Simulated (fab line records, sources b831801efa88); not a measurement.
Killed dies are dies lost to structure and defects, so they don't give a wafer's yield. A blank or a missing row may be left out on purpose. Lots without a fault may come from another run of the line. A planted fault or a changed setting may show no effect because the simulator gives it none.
fab line records | flow sky130
record lots=24 wafers=72 last_day=51
route steps=708 shown LI_CONTACT@375 LOCAL_INTERCONNECT@398 CONTACT@421 VIA2@519
lots that met no fault: from a run of the same line without faults
start_h: hours from the record's first day to the start of the lot's first wafer shown | wait_h: hours since the lot's step before | " the same as in the row above | L1.1+2: a row that stands for several wafers | - no value, or no start given | * or withheld: withheld | < > ~ a bound
route shown NAME@n: a module of which the file shows steps, and the number in the route of the first | usual: mean/standard deviation of fault-free wafers | same: alike in all rows | chamber/n: place in a boat | sites: the reading at each site | _std_site: their standard deviation | _edge_site: outer sites' mean less inner sites' | radius_mm: how far each site lies from the wafer's centre | mask NAME#n: copy n | behind: the tool/chamber that last shaped the wafer | hold: why the lot was held/for how many hours/how that ended | device: the transistor (n, p or np) that didn't switch | end of line: the same wafers' tests at the end of the route | a step without rows: its recipe alone | killed: dies lost to structure and defects at the first sort, not the wafer's yield | map: a wafer's dies, x killed, . not, _ none there
set.NAME: the setting as run; set.NAME@STEP: as run at that earlier step | model.NAME: the simulator's own value behind a step, which no gauge read
steps of the route over a sample of lots; a table a step, a row a wafer
services: from which hour (start_h, from the record's first day; less than 0 if before it) a tool's chamber was out of use, for how many hours, and why
## steps
# step SKY_LI_CONTACT_OVL_MEAS_13
# usual LI_CONTACT_OVL=0/5.5
# columns lot.wafer tool chamber start_h wait_h LI_CONTACT_OVL[nm]
L075.1 overlay-02 - 708.07 0.1 6
L075.3 " - " " 2
L075.5 " - " " 1
L074.1 overlay-02 - 708.52 0.1 2
L074.4 " - " " -1
L074.5 " - " " -4
L076.2 overlay-01 - 718.97 0.1 2
L076.5 " - " " 1
L076.6 " - " " 5
L077.3 overlay-01 - 721.96 0.1 12
L077.4 " - " " 7
L077.5 " - " " 9
L078.2 overlay-01 - 730.23 0.1 -1
L078.3 " - " " -5
L078.6 " - " " 1
L079.3 overlay-02 - 740.98 0.1 -2
L079.5 " - " " 1
L079.6 " - " " 4
L080.1 overlay-01 - 747.37 0.1 -9
L080.2 " - " " -8
L080.5 " - " " -11
L081.1 overlay-01 - 754.90 0.1 3
L081.4 " - " " 10
L081.5 " - " " 3
L082.1 overlay-01 - 759.97 0.1 1
L082.3 " - " " -2
L082.6 " - " " -4
L083.2 overlay-01 - 761.68 0.1 -3
L083.4 " - " " -3
L083.6 " - " " -8
L084.1 overlay-02 - 772.17 0.1 8
L084.5 " - " " 3
L084.6 " - " " 6
L085.4 overlay-01 - 780.19 0.1 -10
L085.5 " - " " -10
L085.6 " - " " -7
L086.1 overlay-02 - 799.72 0.1 4
L086.3 " - " " 11
L086.6 " - " " -2
L087.2 overlay-02 - 800.42 0.1 -3
L087.4 " - " " -4
L087.6 " - " " -3
L088.1 overlay-01 - 809.27 0.1 8
L088.4 " - " " 7
L088.6 " - " " 2
L089.2 overlay-02 - 809.62 0.1 -9
L089.3 " - " " -5
L089.4 " - " " -2
L090.1 overlay-02 - 813.47 0.1 1
L090.3 " - " " -6
L090.4 " - " " -5
L091.3 overlay-02 - 826.33 0.1 6
L091.5 " - " " 7
L091.6 " - " " -1
L092.1 overlay-02 - 830.07 0.1 -8
L092.3 " - " " -5
L092.6 " - " " -9
L093.2 overlay-01 - 840.02 0.1 6
L093.3 " - " " 3
L093.5 " - " " 5
L094.1 overlay-01 - 845.52 0.1 2
L094.3 " - " " 13
L094.5 " - " " 9
L095.1 overlay-02 - 861.02 0.1 1
L095.3 " - " " 1
L095.6 " - " " 4
L096.2 overlay-01 - 863.38 0.1 0
L096.5 " - " " 12
L096.6 " - " " 5
L097.4 overlay-02 - 867.86 0.1 7
L097.5 " - " " 4
L097.6 " - " " 1
# step SKY_LI_CONTACT_SPUTTER_19
# recipe material=Ti target_thk_nm=20 chamber_pressure_pa=5 power_w=2500 substrate_temp_c=200 time_s=106.37
# usual throttle_valve_pct=30.3/0.89
# columns lot.wafer tool chamber start_h wait_h throttle_valve_pct
L075.1 pvd_sputter-02 - 708.53 0.0 29.5
L075.3 " - " " 31.1
L075.5 " - " " 29.5
L074.1 pvd_sputter-03 - 708.98 0.0 31.6
L074.4 " - " " 28.5
L074.5 " - " " 30.5
L076.2 pvd_sputter-04 - 719.43 0.0 29.8
L076.5 " - " " 30.8
L076.6 " - " " 31.5
L077.3 pvd_sputter-04 - 722.41 0.0 29.9
L077.4 " - " " 29.8
L077.5 " - " " 31.7
L078.2 pvd_sputter-02 - 730.70 0.0 30.0
L078.3 " - " " 31.3
L078.6 " - " " 29.7
L079.3 pvd_sputter-03 - 741.43 0.0 30.4
L079.5 " - " " 31.7
L079.6 " - " " 30.3
L080.1 pvd_sputter-02 - 747.86 0.0 29.7
L080.2 " - " " 30.1
L080.5 " - " " 29.7
L081.1 pvd_sputter-04 - 755.36 0.0 29.7
L081.4 " - " " 30.2
L081.5 " - " " 29.8
L082.1 pvd_sputter-03 - 760.43 0.0 28.5
L082.3 " - " " 29.8
L082.6 " - " " 30.0
L083.2 pvd_sputter-03 - 762.13 0.0 30.5
L083.4 " - " " 31.7
L083.6 " - " " 30.0
L084.1 pvd_sputter-04 - 772.65 0.0 29.8
L084.5 " - " " 29.8
L084.6 " - " " 30.0
L085.4 pvd_sputter-03 - 780.66 0.0 28.9
L085.5 " - " " 29.8
L085.6 " - " " 30.6
L086.1 pvd_sputter-03 - 800.18 0.0 30.5
L086.3 " - " " 31.5
L086.6 " - " " 31.7
L087.2 pvd_sputter-03 - 800.89 0.0 30.4
L087.4 " - " " 31.5
L087.6 " - " " 30.5
L088.1 pvd_sputter-03 - 809.73 0.0 31.6
L088.4 " - " " 28.8
L088.6 " - " " 31.6
L089.2 pvd_sputter-04 - 810.11 0.0 30.1
L089.3 " - " " 30.9
L089.4 " - " " 29.9
L090.1 pvd_sputter-04 - 813.95 0.0 30.2
L090.3 " - " " 31.5
L090.4 " - " " 29.7
L091.3 pvd_sputter-04 - 826.79 0.0 29.6
L091.5 " - " " 29.7
L091.6 " - " " 30.7
L092.1 pvd_sputter-04 - 830.53 0.0 31.5
L092.3 " - " " 30.8
L092.6 " - " " 32.0
L093.2 pvd_sputter-03 - 840.49 0.0 28.6
L093.3 " - " " 31.4
L093.5 " - " " 29.8
L094.1 pvd_sputter-02 - 846.00 0.0 29.6
L094.3 " - " " 29.5
L094.5 " - " " 29.6
L095.1 pvd_sputter-02 - 861.48 0.0 30.9
L095.3 " - " " 29.7
L095.6 " - " " 30.1
L096.2 pvd_sputter-02 - 863.89 0.0 30.0
L096.5 " - " " 29.8
L096.6 " - " " 30.0
L097.4 pvd_sputter-03 - 868.30 0.0 31.6
L097.5 " - " " 31.6
L097.6 " - " " 30.4
# step SKY_LOCAL_INTERCONNECT_CD_MEAS_11
# recipe target_cd_nm=170
# usual cd_nm=169.7/1.5
# columns lot.wafer tool chamber start_h wait_h cd_nm
L075.1 cd_sem-02 - 738.10 - 170.1
L075.3 " - " " 170.7
L075.5 " - " " 168.7
L074.1 cd_sem-01 - 738.45 - 170.9
L074.4 " - " " 170.6
L074.5 " - " " 171.5
L076.2 cd_sem-02 - 749.12 - 170.0
L076.5 " - " " 169.1
L076.6 " - " " 169.2
L077.3 cd_sem-02 - 751.99 - 171.5
L077.4 " - " " 172.1
L077.5 " - " " 171.9
L078.2 cd_sem-01 - 760.17 - 169.7
L078.3 " - " " 170.7
L078.6 " - " " 170.7
L079.3 cd_sem-02 - 769.44 - 168.4
L079.5 " - " " 170.2
L079.6 " - " " 170.9
L080.1 cd_sem-02 - 776.00 - 169.0
L080.2 " - " " 169.0
L080.5 " - " " 167.4
L081.1 cd_sem-02 - 783.80 - 170.0
L081.4 " - " " 170.6
L081.5 " - " " 170.8
L082.1 cd_sem-02 - 788.75 - 170.4
L082.3 " - " " 170.1
L082.6 " - " " 170.8
L083.2 cd_sem-02 - 790.07 - 171.2
L083.4 " - " " 170.8
L083.6 " - " " 170.5
L084.1 cd_sem-02 - 801.25 - 168.3
L084.5 " - " " 169.0
L084.6 " - " " 171.1
L085.4 cd_sem-02 - 808.21 - 170.5
L085.5 " - " " 168.9
L085.6 " - " " 168.1
L086.1 cd_sem-01 - 827.90 - 168.4
L086.3 " - " " 169.4
L086.6 " - " " 170.1
L087.2 cd_sem-01 - 829.27 - 168.3
L087.4 " - " " 168.5
L087.6 " - " " 169.6
L088.1 cd_sem-02 - 838.00 - 170.0
L088.4 " - " " 170.0
L088.6 " - " " 168.6
L089.2 cd_sem-01 - 838.02 - 168.1
L089.3 " - " " 169.3
L089.4 " - " " 168.3
L090.1 cd_sem-01 - 841.90 - 168.3
L090.3 " - " " 167.7
L090.4 " - " " 169.6
L091.3 cd_sem-02 - 854.49 - 168.9
L091.5 " - " " 170.2
L091.6 " - " " 170.3
L092.1 cd_sem-01 - 859.95 - 168.5
L092.3 " - " " 168.2
L092.6 " - " " 168.5
L093.2 cd_sem-01 - 867.62 - 169.0
L093.3 " - " " 170.9
L093.5 " - " " 169.6
L094.1 cd_sem-02 - 873.10 - 165.6
L094.3 " - " " 166.2
L094.5 " - " " 165.1
L095.1 cd_sem-01 - 888.95 - 171.6
L095.3 " - " " 170.8
L095.6 " - " " 171.4
L096.2 cd_sem-01 - 891.42 - 169.1
L096.5 " - " " 169.4
L096.6 " - " " 170.6
L097.4 cd_sem-01 - 895.71 - 171.4
L097.5 " - " " 171.7
L097.6 " - " " 170.7
# step SKY_LOCAL_INTERCONNECT_ETCH_13
# recipe chemistry=N2/H2 target=BARC ion_energy_ev=200 bias_w=100 pressure_mtorr=30 n2_flow_sccm=100 h2_flow_sccm=200 icp_w=507.2 stop_on=SiO2 time_s=45.9 target_depth_a=600
# usual drypump_motor_current_A=5.9/0.35 oes_product_au=0.854/0.0051 rf_fwd_power_W=502.5/2.6 throttle_valve_pct=13.225/0.0092
# columns lot.wafer tool chamber start_h wait_h drypump_motor_current_A oes_product_au rf_fwd_power_W rf_hours_counter_h throttle_valve_pct
L075.1 rie_metal-01 0 738.25 0.0 5.9 0.852 501.6 11 13.214
L075.3 " 0 " " 5.9 0.856 502.8 - 13.224
L075.5 " 1 " " 5.4 0.855 502.7 - 13.230
L074.1 rie_metal-04 1 738.60 0.0 5.5 0.852 499.6 0 13.228
L074.4 " 1 " " 5.6 0.858 498.1 - 13.232
L074.5 " 1 " " 5.5 0.849 498.2 - 13.229
L076.2 rie_metal-02 0 749.27 0.0 6.1 0.853 501.8 - 13.224
L076.5 " 0 " " 6.1 0.860 502.0 - 13.221
L076.6 " 0 " " 6.1 0.860 502.0 - 13.219
L077.3 rie_metal-04 0 752.12 0.0 6.3 0.846 506.8 - 13.230
L077.4 " 1 " " 5.6 0.858 500.0 - 13.230
L077.5 " 1 " " 5.6 0.858 498.7 - 13.245
L078.2 rie_metal-02 0 760.32 0.0 6.1 0.857 505.1 - 13.230
L078.3 " 0 " " 6.1 0.860 505.4 - 13.202
L078.6 " 0 " " 6.1 0.855 505.4 - 13.230
L079.3 rie_metal-04 0 769.58 0.0 6.3 0.849 503.7 - 13.231
L079.5 " 0 " " 6.3 0.840 504.3 - 13.218
L079.6 " 1 " " 5.5 0.847 500.5 - 13.236
L080.1 rie_metal-01 1 776.15 0.0 5.4 0.856 503.9 9 13.229
L080.2 " 0 " " 5.9 0.851 504.1 13 13.218
L080.5 " 1 " " 5.4 0.855 500.2 - 13.242
L081.1 rie_metal-04 1 783.96 0.0 5.6 0.860 498.6 2 13.219
L081.4 " 1 " " 5.6 0.856 499.5 - 13.212
L081.5 " 0 " " 6.3 0.863 503.9 - 13.206
L082.1 rie_metal-04 0 788.90 0.0 6.3 0.857 505.0 7 13.221
L082.3 " 1 " " 5.6 0.851 498.3 - 13.220
L082.6 " 0 " " 6.3 0.850 504.4 - 13.230
L083.2 rie_metal-01 0 790.20 0.0 5.9 0.853 503.1 13 13.217
L083.4 " 1 " " 5.4 0.861 502.8 - 13.224
L083.6 " 0 " " 5.9 0.849 502.7 - 13.235
L084.1 rie_metal-04 0 801.40 0.0 6.3 0.861 505.1 8 13.212
L084.5 " 0 " " 6.3 0.851 505.6 - 13.231
L084.6 " 1 " " 5.6 0.843 500.2 - 13.222
L085.4 rie_metal-02 1 808.32 0.0 6.3 0.846 503.0 - 13.233
L085.5 " 0 " " 6.1 0.850 504.5 - 13.228
L085.6 " 1 " " 6.3 0.845 503.6 - 13.221
L086.1 rie_metal-04 1 828.06 0.0 5.6 0.854 500.8 4 13.232
L086.3 " 0 " " 6.3 0.852 504.3 - 13.236
L086.6 " 1 " " 5.6 0.857 498.8 - 13.203
L087.2 rie_metal-02 0 829.40 0.0 6.1 0.856 504.0 17 13.222
L087.4 " 0 " " 6.1 0.859 502.4 - 13.227
L087.6 " 0 " " 6.1 0.855 502.7 - 13.220
L088.1 rie_metal-01 0 838.15 0.0 5.9 0.857 503.2 15 13.235
L088.4 " 0 " " 5.9 0.852 500.9 - 13.228
L088.6 " 1 " " 5.4 0.848 501.7 - 13.238
L089.2 rie_metal-04 1 838.16 0.0 5.6 0.861 499.0 4 13.237
L089.3 " 1 " " 5.6 0.854 498.0 - 13.249
L089.4 " 0 " " 6.3 0.854 505.0 - 13.223
L090.1 rie_metal-02 1 842.05 0.0 6.2 0.849 504.5 6 13.214
L090.3 " 0 " " 6.1 0.861 504.2 - 13.238
L090.4 " 1 " " 6.2 0.855 505.5 - 13.227
L091.3 rie_metal-01 1 854.65 0.1 5.4 0.858 498.1 - 13.233
L091.5 " 1 " " 5.4 0.854 500.0 - 13.226
L091.6 " 1 " " 5.4 0.852 497.2 - 13.235
L092.1 rie_metal-04 1 860.10 0.0 5.6 0.852 497.8 5 13.224
L092.3 " 0 " " 6.3 0.847 504.4 - 13.222
L092.6 " 0 " " 6.3 0.862 505.4 - 13.212
L093.2 rie_metal-02 0 867.75 0.0 6.1 0.859 503.6 18 13.219
L093.3 " 1 " " 6.2 0.854 504.6 - 13.227
L093.5 " 1 " " 6.2 0.851 505.9 - 13.228
L094.1 rie_metal-01 1 873.26 0.0 5.4 0.859 502.4 14 13.224
L094.3 " 0 " " 5.9 0.853 502.5 - 13.223
L094.5 " 0 " " 5.9 0.861 501.9 - 13.224
L095.1 rie_metal-02 1 889.10 0.0 6.3 0.861 502.8 8 13.214
L095.3 " 1 " " 6.3 0.850 500.8 - 13.217
L095.6 " 1 " " 6.3 0.858 502.3 - 13.230
L096.2 rie_metal-01 1 891.56 0.0 5.4 0.850 504.2 14 13.234
L096.5 " 1 " " 5.4 0.853 501.4 - 13.223
L096.6 " 0 " " 5.9 0.852 501.4 - 13.227
L097.4 rie_metal-04 1 895.83 0.0 5.6 0.854 499.6 - 13.217
L097.5 " 1 " " 5.6 0.852 499.3 - 13.226
L097.6 " 0 " " 6.3 0.850 505.7 - 13.219
# step SKY_CONTACT_OVL_MEAS_15
# usual CONTACT_OVL=-1/4.9
# columns lot.wafer tool chamber start_h wait_h CONTACT_OVL[nm]
L075.1 overlay-02 - 767.17 0.1 -9
L075.3 " - " " -12
L075.5 " - " " -9
L074.1 overlay-02 - 768.02 0.1 3
L074.4 " - " " 1
L074.5 " - " " 4
L076.2 overlay-02 - 778.42 0.1 0
L076.5 " - " " -3
L076.6 " - " " -2
L077.3 overlay-02 - 780.58 0.1 3
L077.4 " - " " 4
L077.5 " - " " 4
L078.2 overlay-01 - 789.56 0.1 0
L078.3 " - " " -6
L078.6 " - " " 2
L079.3 overlay-01 - 799.18 0.1 -5
L079.5 " - " " -1
L079.6 " - " " -5
L080.1 overlay-01 - 804.17 0.1 -2
L080.2 " - " " 0
L080.5 " - " " 3
L081.1 overlay-01 - 813.07 0.1 -10
L081.4 " - " " 1
L081.5 " - " " -4
L082.1 overlay-02 - 817.35 0.1 -2
L082.3 " - " " -4
L082.6 " - " " 0
L083.2 overlay-02 - 819.06 0.1 -8
L083.4 " - " " -7
L083.6 " - " " -7
L084.1 overlay-01 - 830.57 0.1 1
L084.5 " - " " 1
L084.6 " - " " -3
L085.4 overlay-01 - 837.19 0.1 -1
L085.5 " - " " 3
L085.6 " - " " -3
L086.1 overlay-02 - 859.67 0.1 -2
L086.3 " - " " 10
L086.6 " - " " 11
L087.2 overlay-01 - 859.72 0.1 4
L087.4 " - " " 5
L087.6 " - " " 3
L088.1 overlay-01 - 866.57 0.1 -1
L088.4 " - " " 1
L088.6 " - " " 2
L089.2 overlay-01 - 867.16 0.1 -4
L089.3 " - " " -3
L089.4 " - " " 0
L090.1 overlay-01 - 870.30 0.1 -8
L090.3 " - " " -1
L090.4 " - " " -1
L091.3 overlay-01 - 883.36 0.1 -6
L091.5 " - " " -3
L091.6 " - " " -7
L092.1 overlay-01 - 887.25 0.1 -5
L092.3 " - " " -2
L092.6 " - " " -7
L093.2 overlay-02 - 896.41 0.1 6
L093.3 " - " " 4
L093.5 " - " " 6
L094.1 overlay-02 - 901.77 0.1 4
L094.3 " - " " 4
L094.5 " - " " 4
L095.1 overlay-02 - 916.82 0.1 2
L095.3 " - " " 4
L095.6 " - " " 0
L096.2 overlay-01 - 918.77 0.1 -2
L096.5 " - " " -5
L096.6 " - " " 1
L097.4 overlay-01 - 923.54 0.1 -6
L097.5 " - " " -4
L097.6 " - " " -7
# step SKY_VIA2_CD_MEAS_12
# recipe target_cd_nm=200
# usual cd_nm=199.8/1.6
# columns lot.wafer tool chamber start_h wait_h cd_nm
L075.1 cd_sem-02 - 880.58 - 202.4
L075.3 " - " " 202.3
L075.5 " - " " 201.8
L074.1 cd_sem-02 - 880.70 - 200.1
L074.4 " - " " 200.0
L074.5 " - " " 200.2
L076.2 cd_sem-01 - 892.37 - 199.9
L076.5 " - " " 200.0
L076.6 " - " " 200.3
L077.3 cd_sem-02 - 893.99 - 199.2
L077.4 " - " " 199.4
L077.5 " - " " 198.5
L078.2 cd_sem-02 - 904.05 - 202.2
L078.3 " - " " 202.0
L078.6 " - " " 202.6
L079.3 cd_sem-01 - 913.27 - 199.1
L079.5 " - " " 201.4
L079.6 " - " " 200.6
L080.1 cd_sem-01 - 917.10 - 200.0
L080.2 " - " " 200.8
L080.5 " - " " 200.4
L081.1 cd_sem-02 - 926.65 - 200.6
L081.4 " - " " 200.4
L081.5 " - " " 199.4
L082.1 cd_sem-02 - 928.43 - 200.0
L082.3 " - " " 200.8
L082.6 " - " " 199.6
L083.2 cd_sem-02 - 934.37 - 196.8
L083.4 " - " " 197.2
L083.6 " - " " 197.3
L084.1 cd_sem-02 - 942.10 - 196.2
L084.5 " - " " 195.1
L084.6 " - " " 196.2
L085.4 cd_sem-01 - 949.14 - 202.4
L085.5 " - " " 201.0
L085.6 " - " " 200.9
L086.1 cd_sem-02 - 968.13 - 198.6
L086.3 " - " " 198.5
L086.6 " - " " 199.9
L087.2 cd_sem-01 - 968.22 - 200.1
L087.4 " - " " 200.9
L087.6 " - " " 199.6
L088.1 cd_sem-02 - 973.95 - 198.9
L088.4 " - " " 198.7
L088.6 " - " " 197.9
L089.2 cd_sem-02 - 976.47 - 201.6
L089.3 " - " " 200.7
L089.4 " - " " 200.2
L090.1 cd_sem-02 - 980.28 - 199.8
L090.3 " - " " 199.7
L090.4 " - " " 199.4
L091.3 cd_sem-01 - 991.02 - 202.6
L091.5 " - " " 201.7
L091.6 " - " " 201.9
L092.1 cd_sem-02 - 994.00 - 198.0
L092.3 " - " " 198.2
L092.6 " - " " 197.1
L093.2 cd_sem-01 - 1003.92 - 200.6
L093.3 " - " " 198.8
L093.5 " - " " 199.5
L094.1 cd_sem-02 - 1008.43 - 197.7
L094.3 " - " " 198.2
L094.5 " - " " 197.6
L095.1 cd_sem-01 - 1021.33 - 199.4
L095.3 " - " " 198.8
L095.6 " - " " 200.2
L096.2 cd_sem-02 - 1023.72 - 199.8
L096.5 " - " " 199.4
L096.6 " - " " 200.0
L097.4 cd_sem-01 - 1028.96 - 202.8
L097.5 " - " " 202.1
L097.6 " - " " 202.3
## services
# columns tool chamber start_h hours kind
pvd_sputter-02 2 707.06 - consumable_replace:kit
pvd_sputter-02 2 707.06 18.0 scheduled_down
pvd_sputter-02 2 707.06 18.0 vent_cycle
rie_metal-04 1 711.15 - clean
rie_metal-04 1 711.15 20.4 scheduled_down
rie_metal-04 1 711.15 20.4 vent_cycle
rie_metal-04 - 804.12 1.2 repair
pvd_sputter-02 - 806.11 0.5 repair
rie_metal-01 0 839.52 - clean
rie_metal-01 0 839.52 19.4 scheduled_down
rie_metal-01 0 839.52 19.4 vent_cycle
pvd_sputter-04 2 847.96 - consumable_replace:kit
pvd_sputter-04 2 847.96 18.0 scheduled_down
pvd_sputter-04 2 847.96 18.0 vent_cycle
pvd_sputter-03 - 853.55 1.8 repair
rie_metal-04 - 888.27 0.5 repair
## key
fault none
